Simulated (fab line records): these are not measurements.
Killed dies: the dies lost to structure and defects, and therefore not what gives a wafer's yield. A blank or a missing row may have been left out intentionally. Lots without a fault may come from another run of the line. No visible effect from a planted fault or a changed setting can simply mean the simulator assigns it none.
Problem report, 8D (eight disciplines) form, completed by code || flow sky130 || the parts of the form that need people (team, actions taken, sign-off) are left out

1. WHAT WENT WRONG
run-length-s at SKY_VIA2_SOFTBAKE_08 reads a mean of 115.36 s on 6 wafers of 2 lots; wafers without a fault read 119.15 s with a standard deviation of 0.18. Relative to the usual mean, that is a shift of -21 standard deviations.
The step: time 90 s.
First observed at day 40 15:00: wafer L296.2, on litho-track-04. Wafers with a number at this step in the record: 36, from 12 lots. Rule for "out" (also "out of limits"): further than 4 standard deviations from the usual mean. The rest of the wafers with a number are treated as sound.

2. WHAT IT IS AND WHAT IT IS NOT
{"question": "which readings at this step", "is": "run-length-s, heater-power-total-W", "is not": "resist-line-temp-C"}
{"question": "which lots", "is": "L296, L297", "is not": "L281, L282, L284, L285, L286, L289, L291, L294, L300, L303"}
{"question": "which wafers of those lots", "is": "all that have a number", "is not": "-"}
{"question": "read on which tools", "is": "litho-track-04", "is not": "litho-track-02, litho-track-03"}
{"question": "when", "is": "from day 40 15:00", "is not": "up to then (24 sound wafers); but 6 sound wafers of L300, L303 came after"}

3. WHAT RULES OUT EACH SUSPECT
Counting: a tool at any process step up to the reading remains a suspect when it ran all the lots that are out and ran no sound lot after the first of those.
- litho-track-04 at SKY_VIA2_SOFTBAKE_08 (time 90 s): kept. It ran every lot that is out, first L296 (day 40 15:00), and no sound lot after that. Its own heater-power-total-W, run-length-s readings are out on those wafers.
Left after counting: litho-track-04 at SKY_VIA2_SOFTBAKE_08.

4. THE CAUSE (what the simulator had put in)
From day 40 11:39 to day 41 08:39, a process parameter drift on litho-track-04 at SKY_VIA2_SOFTBAKE_08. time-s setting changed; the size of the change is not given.
Only this tool survived the counting.

5. THE EFFECT CHAIN, in route order
Each row: a reading where the mean over the struck wafers with a number is more than 3 standard deviations away from the usual. Only readings for which the record gives a usual standard deviation are gone through. hours: the time from each lot's start at the first step in this table that gives one to its start at this step, as a median over the lots. sigmas: the change in usual standard deviations.
{"hours": 0, "step": "SKY_VIA2_SOFTBAKE_08", "reading": "heater-power-total-W", "usual": "57.36 W", "on struck wafers": 58.22, "change": "+0.86", "sigmas": "+7.2"}
{"hours": 0, "step": "SKY_VIA2_SOFTBAKE_08", "reading": "run-length-s", "usual": "119.15 s", "on struck wafers": 115.36, "change": -3.79, "sigmas": -21}
Here are the process steps it includes:
- SKY_VIA2_SOFTBAKE_08: time 90 s.

6. WHAT WOULD HAVE CAUGHT IT SOONER
In this record the first reading out of limits was taken at day 40 15:00, 3 hours after the fault began at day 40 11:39.
